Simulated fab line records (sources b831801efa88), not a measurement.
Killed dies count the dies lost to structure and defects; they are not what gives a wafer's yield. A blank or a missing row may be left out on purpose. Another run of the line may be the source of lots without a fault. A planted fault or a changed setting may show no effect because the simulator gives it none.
Chamber matching ; flow gf180mcu ; 3 sister chambers for GF_MIM_CVD_05 on pecvd-02
The step deposits Si3N4, target thk 42 nm, time 29.086 s. 3 wafers are shown with their chamber, then 7 later ones without.

WAFERS, EACH WITH ITS CHAMBER
wafer;chamber;heater-power-w (W)
L090.4;0;869
L091.1;1;431
L091.5;2;785

WAFERS WHOSE CHAMBER IS MISSING
wafer;heater-power-w (W)
L091.6;423
L092.3;463
L092.4;772
L092.5;766
L093.2;497
L093.4;727
L093.6;495

CHAMBER TAKEN BY EACH
wafer;from the rows above;in truth
L091.6;1;1
L092.3;1;1
L092.4;can't be placed: 2 or 0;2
L092.5;can't be placed: 2 or 0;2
L093.2;1;1
L093.4;can't be placed: 2 or 0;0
L093.6;1;1
Placed correctly: 4 of 7. Unplaceable from these rows: 3, with the true chamber sitting among the candidates in 3. 0 placed wrongly.
How it was worked out, from the rows above alone: a wafer's distance from a chamber is the root of the sum, over the readings, of the square of ((its reading less the chamber's mean) divided by the reading's scatter). The wafer belongs to the nearest chamber; if the next one is less than 2 further off, it can't be placed. A chamber's mean is the mean of its shown wafers. The scatter (one wafer shown for each chamber): square how far every hidden wafer sits from the nearest shown wafer, average those squares and take the square root.
